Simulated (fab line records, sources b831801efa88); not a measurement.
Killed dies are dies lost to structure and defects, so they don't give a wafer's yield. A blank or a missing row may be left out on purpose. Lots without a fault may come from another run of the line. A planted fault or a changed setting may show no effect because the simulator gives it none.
Which tool did it? | flow sfq_line | 15 lots, 42 wafers sampled, at 3 steps of a route of 325

WHAT THE GAUGES READ, wafer by wafer
The record holds no reading of a measuring or inspecting step that can be judged against a usual standard deviation.

WHICH TOOL RAN EACH LOT (tool, then ch and the chambers of the sampled wafers, then the start)
lot  | SFQ_TRILAYER_I1_CMP_CMP_046   | SFQ_TRILAYER_I1_METRO_MEASURE_047 | SFQ_TRILAYER_I1_VIA_ETCH_VIA_ETCH_052
L183 | cmp-01 ch 1,2,3, day 15 19:51 | film_metro-04, day 15 21:58       | rie_diel-03 ch 0,2, day 22 11:50
L185 | cmp-02 ch 0,1, day 16 09:49   | film_metro-04, day 16 13:08       | rie_diel-03 ch 0,2,3, day 23 05:14
L186 | cmp-01 ch 0,3, day 16 12:51   | film_metro-04, day 16 16:22       | rie_diel-01 ch 0,1,3, day 23 07:38
L190 | cmp-01 ch 0,1, day 18 05:38   | film_metro-04, day 18 09:10       | rie_diel-03 ch 2,3, day 24 20:50
L191 | cmp-01 ch 0,1, day 18 10:56   | film_metro-01, day 18 13:46       | rie_diel-01 ch 0,3, day 25 05:14
L192 | cmp-01 ch 0,3, day 18 22:05   | film_metro-01, day 19 00:19       | rie_diel-04 ch 2,3, day 25 18:26
L196 | cmp-02 ch 1,2,3, day 22 06:47 | film_metro-01, day 22 09:49       | rie_diel-01 ch 0,1,3, day 28 19:49
L198 | cmp-01 ch 0,2,3, day 22 22:16 | film_metro-04, day 23 00:05       | rie_diel-03 ch 0,2,3, day 29 09:08
L199 | cmp-02 ch 0,1,3, day 23 01:41 | film_metro-03, day 23 03:49       | rie_diel-04 ch 0,1, day 29 15:08
L200 | cmp-01 ch 0,2,3, day 24 18:35 | film_metro-03, day 24 20:43       | rie_diel-01 ch 2,3, day 31 09:41
L201 | cmp-01 ch 1,2,3, day 25 00:14 | film_metro-03, day 25 03:22       | rie_diel-03 ch 0,2,3, day 31 15:41
L202 | cmp-02 ch 2,3, day 25 16:40   | film_metro-03, day 25 19:17       | rie_diel-01 ch 1,2, day 32 04:53
L204 | cmp-01 ch 2,3, day 26 06:14   | film_metro-01, day 26 09:22       | rie_diel-04 ch 0,2,3, day 32 14:29
L205 | cmp-02 ch 0,1,2, day 26 07:58 | film_metro-03, day 26 11:17       | rie_diel-01 ch 0,2, day 32 16:53
L206 | cmp-02 ch 0,2,3, day 26 13:26 | film_metro-01, day 26 16:46       | rie_diel-03 ch 0,1,3, day 32 20:29
- SFQ_TRILAYER_I1_CMP_CMP_046: polishes SiO2.
- SFQ_TRILAYER_I1_METRO_MEASURE_047
- SFQ_TRILAYER_I1_VIA_ETCH_VIA_ETCH_052: etches SiO2 in CHF3, stops on Nb, target depth 260 nm.

WHAT THE TOOLS THEMSELVES READ (means of the sampled wafers that have a number; where no wafer has one, the mark that the record gives instead)
SFQ_TRILAYER_I1_CMP_CMP_046.
lot  | tool   | motor_current_A (A) | time_to_endpoint_s (s)
L183 | cmp-01 | 10.8                | 217
L185 | cmp-02 | 10.9                | 215
L186 | cmp-01 | 11.5                | 220
L190 | cmp-01 | 11.4                | 204
L191 | cmp-01 | 11.8                | 202
L192 | cmp-01 | 11.7                | 218
L196 | cmp-02 | 10.0                | 223
L198 | cmp-01 | 11.1                | 217
L199 | cmp-02 | 9.9                 | 224
L200 | cmp-01 | 11.0                | 218
L201 | cmp-01 | 10.9                | 213
L202 | cmp-02 | 9.5                 | 210
L204 | cmp-01 | 10.7                | 213
L205 | cmp-02 | 9.9                 | 217
L206 | cmp-02 | 9.6                 | 216

SFQ_TRILAYER_I1_METRO_MEASURE_047.
lot  | tool          | thk_nm (nm)
L183 | film_metro-04 | 200.4
L185 | film_metro-04 | 199.2
L186 | film_metro-04 | 198.7
L190 | film_metro-04 | 214.7
L191 | film_metro-01 | 207.3
L192 | film_metro-01 | 207.7
L196 | film_metro-01 | 199.5
L198 | film_metro-04 | 199.9
L199 | film_metro-03 | 200.3
L200 | film_metro-03 | 200.8
L201 | film_metro-03 | 200.9
L202 | film_metro-03 | 199.2
L204 | film_metro-01 | 199.8
L205 | film_metro-03 | 200.7
L206 | film_metro-01 | 198.7

SFQ_TRILAYER_I1_VIA_ETCH_VIA_ETCH_052.
lot  | tool        | bias_w (W) | drypump_motor_current_A (A) | oes_product_au (a.u.)
L183 | rie_diel-03 | 80.23      | 5.6                         | 0.858
L185 | rie_diel-03 | 79.58      | 5.6                         | 0.848
L186 | rie_diel-01 | 79.98      | 5.6                         | 0.851
L190 | rie_diel-03 | 79.78      | 5.8                         | 0.895
L191 | rie_diel-01 | 79.93      | 6.1                         | 0.875
L192 | rie_diel-04 | 80.06      | 5.9                         | 0.871
L196 | rie_diel-01 | 80.27      | 5.6                         | 0.853
L198 | rie_diel-03 | 79.94      | 5.6                         | 0.855
L199 | rie_diel-04 | 79.58      | 6.0                         | 0.857
L200 | rie_diel-01 | 79.77      | 6.2                         | 0.856
L201 | rie_diel-03 | 79.90      | 5.6                         | 0.857
L202 | rie_diel-01 | 80.12      | 5.0                         | 0.848
L204 | rie_diel-04 | 80.27      | 5.8                         | 0.853
L205 | rie_diel-01 | 79.85      | 5.7                         | 0.853
L206 | rie_diel-03 | 80.13      | 5.6                         | 0.850

THE ANSWER, worked out from the rows above alone
Rule: what is usual is taken from the lots themselves. Put in order of their means at a reading, lots are off if they are a third of the lots or fewer, leave a main group of 4 or more, and stand apart from it by a gap of 3 or more times the standard deviation of the main group's means; of several such gaps the widest counts. A main group whose means are all the same, to the digits that the tables above print for the reading, isn't used. A lot without any number at a reading at which 4 lots or more have one is off too. The other lots that the step has rows for count as sound. The gauges are gone through in route order, then the tools' own readings, and for those a lot's mean is taken as printed above. The first step at which some lot is off is used, and at that step the reading that is off furthest; a lot without a number counts as furthest.
Off: L190, L191, L192, at SFQ_TRILAYER_I1_METRO_MEASURE_047 (thk_nm). The main group: mean 199.8 nm, standard deviation 0.76.
A tool fits if, at that step or a process step before it, it ran every lot that is off, and no sound lot after the first of them. None of those tried fits.

WHAT THE SIMULATOR HAD PUT IN
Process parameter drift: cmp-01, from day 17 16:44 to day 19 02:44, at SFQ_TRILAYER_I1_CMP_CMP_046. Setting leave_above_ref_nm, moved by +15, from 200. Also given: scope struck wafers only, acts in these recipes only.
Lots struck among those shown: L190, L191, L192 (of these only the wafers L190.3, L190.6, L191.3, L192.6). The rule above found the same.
